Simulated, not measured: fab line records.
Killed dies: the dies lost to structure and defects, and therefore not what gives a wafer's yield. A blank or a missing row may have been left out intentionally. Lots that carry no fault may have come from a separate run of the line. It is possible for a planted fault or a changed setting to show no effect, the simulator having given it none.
Problem report, 8D (eight disciplines) form, completed by code || flow sky130 || the parts of the form that need people (team, actions taken, sign-off) are left out

1. THE ISSUE
Wafers without a fault read 109.99 C, standard deviation 0.14; plate-temp-C at SKY_NWELL_SOFTBAKE_06 reads a mean of 122.71 C on 9 wafers belonging to 3 lots. That is +91 standard deviations from the usual mean.
Earliest sighting: wafer L299.3 on litho-track-02 at day 7 11:57. Wafers with a number at this step in the record: 36, from 12 lots. The rule behind "out" and "out of limits": a value lying over 4 standard deviations away from the usual mean. The other wafers with a number count as sound.

2. WHAT IT IS AND WHAT IT IS NOT
{"question": "which readings at this step", "is": "plate-temp-C, heater-power-total-W", "is not": "chill-plate-temp-C"}
{"question": "which lots", "is": "L299, L301, L302", "is not": "L285, L287, L289, L291, L292, L293, L304, L305, L308"}
{"question": "which wafers of those lots", "is": "all that have a number", "is not": "-"}
{"question": "read on which tools", "is": "litho-track-02", "is not": "litho-track-03, litho-track-04"}
{"question": "when", "is": "from day 7 11:57", "is not": "up to then (18 sound wafers); but 9 sound wafers of L304, L305, L308 came after"}

3. SUSPECTS, AND WHAT RULES EACH OUT
Counting: a tool at a process step up to the reading stays a suspect if it ran every lot that is out and no sound lot after the first of them.
- litho-track-02 at SKY_NWELL_SOFTBAKE_06: kept. It ran every lot that is out, first L299 (day 7 11:57), and no sound lot after that; its last sound lot up to then is L291 (day 5 16:47). On those wafers its own readings are out: heater-power-total-W, plate-temp-C.
Remaining after the count: litho-track-02 at SKY_NWELL_SOFTBAKE_06.

4. THE CAUSE (what the simulator had put in)
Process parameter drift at SKY_NWELL_SOFTBAKE_06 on litho-track-02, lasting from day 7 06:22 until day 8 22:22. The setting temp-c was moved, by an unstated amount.
After counting, this tool was the only one left.

5. THE CHAIN OF EFFECTS, in route order
Rows list readings where the struck wafers' mean (over those with a number) sits beyond 3 standard deviations from the usual. Only readings whose record carries a usual standard deviation are examined. hours: median over the lots of the time between each lot's start at the first step of this table that gives one and its start at this step. sigmas: the change, counted in usual standard deviations.
{"hours": 0, "step": "SKY_NWELL_SOFTBAKE_06", "reading": "heater-power-total-W", "usual": "65.34 W", "on struck wafers": 75.70, "change": "+10.36", "sigmas": "+80"}
{"hours": 0, "step": "SKY_NWELL_SOFTBAKE_06", "reading": "plate-temp-C", "usual": "109.99 C", "on struck wafers": 122.71, "change": "+12.72", "sigmas": "+91"}
{"hours": 11, "step": "SKY_NWELL_STRIP_14", "reading": "strip-time-to-endpoint-s", "usual": "36.95 s", "on struck wafers": 35.90, "change": -1.05, "sigmas": -9.5}
It contains these process steps:
- SKY_NWELL_SOFTBAKE_06
- SKY_NWELL_STRIP_14: strips in O2/N2.
Later steps that measure or inspect, where all struck wafers having a row at the step show a number for every such reading and not one has moved that far: SKY_VT_ADJUST_HVTR_OVL_MEAS_08, SKY_SONOS_ONO_CD_MEAS_13.

6. HOW IT WOULD HAVE BEEN CAUGHT EARLIER
The fault began at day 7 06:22; the first out-of-limits reading in this record came at day 7 11:57, 6 hours later.
